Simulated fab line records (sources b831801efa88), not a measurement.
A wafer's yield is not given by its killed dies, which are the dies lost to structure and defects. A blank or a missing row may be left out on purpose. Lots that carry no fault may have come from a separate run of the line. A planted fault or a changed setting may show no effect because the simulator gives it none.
One fault seen from 2 desks | flow gf180mcu | each desk has only its own numbers; what lay behind them comes last

## FOR THE TOOL OWNER'S DESK: implanter-02
GF_PSD_IMPLANT_09, tool's own readings: per-lot mean of the sampled wafers with a number, covering each lot this tool ran. If a lot's mean is further than 4 standard deviations from the usual mean, the lot is out of limits and carries the mark OUT (the distance appears in the brackets).
Columns: A = beam energy keV at GF_PSD_IMPLANT_09, usual 39.998; B = tilt deg at GF_PSD_IMPLANT_09, usual 6.997 degrees
lot  | first seen here | A                        | B
L183 | day 14 12:02    | 39.983                   | 6.995
L188 | day 16 08:54    | 39.992                   | 7.011
L190 | day 16 23:48    | 39.997                   | 7.014
L191 | day 17 09:51    | 39.989                   | 7.016
L194 | day 18 09:27    | 29.759 (-99 or more) OUT | 6.978
L195 | day 18 20:17    | 29.772 (-99 or more) OUT | 6.998
This desk's finding: out of limits on L194, L195; first on L194, day 18 09:27 (beam energy keV at GF_PSD_IMPLANT_09). In limits: L183, L188, L190, L191.

## THE METROLOGY DESK
Lot by lot, what the gauges showed, no matter which tool ran the lot: averages of those sampled wafers that carry a number. If a lot's mean is further than 4 standard deviations from the usual mean, the lot is out of limits and carries the mark OUT (the distance appears in the brackets).
Columns: A = HV_LDD_4_TW at GF_HV_LDD_TW_MEAS_50, usual 565; B = PSD_OVL at GF_PSD_OVL_MEAS_08, usual -0.2 nm; C = PSD_TW at GF_PSD_TW_MEAS_11, usual 3169; D = PSD_RS at GF_PSD_RS_MEAS_15, usual 108.7 ohm/sq
lot  | first seen here | A   | B    | C              | D
L182 | day 12 11:55    | 569 | -0.2 | 3190           | 108.8
L183 | day 12 16:59    | 560 | 0.2  | 3198           | 108.8
L184 | day 13 01:07    | 562 | 0.4  | 3188           | 108.6
L188 | day 14 09:14    | 575 | 0.3  | 3174           | 108.8
L190 | day 15 01:20    | 563 | -0.8 | 3157           | 108.3
L191 | day 15 10:22    | 563 | 1.0  | 3147           | 108.6
L194 | day 16 07:27    | 559 | -1.0 | 2945 (-12) OUT | 124.3 (+46) OUT
L195 | day 16 18:02    | 564 | 1.1  | 2916 (-14) OUT | 124.5 (+46) OUT
L202 | day 19 04:13    | 559 | -0.9 | 3155           | 109.4
L203 | day 19 14:07    | 570 | -0.2 | 3183           | 109.1
L204 | day 20 01:14    | 575 | -0.2 | 3172           | 108.1
This desk's result: L194, L195 out of limits, first on L194 (PSD_TW at GF_PSD_TW_MEAS_11), day 18 09:40. In limits: L182, L183, L184, L188, L190, L191, L202, L203, L204.

## TAKEN TOGETHER
An alarm could have come from the tool owner's desk at day 18 09:27, on L194, L195.
An alarm was possible from the metrology desk at day 18 09:40, on L194, L195.
GF_PSD_IMPLANT_09 was run on implanter-02 by each of the lots named.

## WHAT HAD BEEN PUT IN BY THE SIMULATOR
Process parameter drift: implanter-02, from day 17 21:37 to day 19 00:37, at GF_PSD_IMPLANT_09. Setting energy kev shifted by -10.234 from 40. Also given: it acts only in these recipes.
Struck lots among those shown: L194, L195.
Time in hours from fault onset to the first out-of-limits reading at each desk: tool owner's desk 12, metrology desk 12.
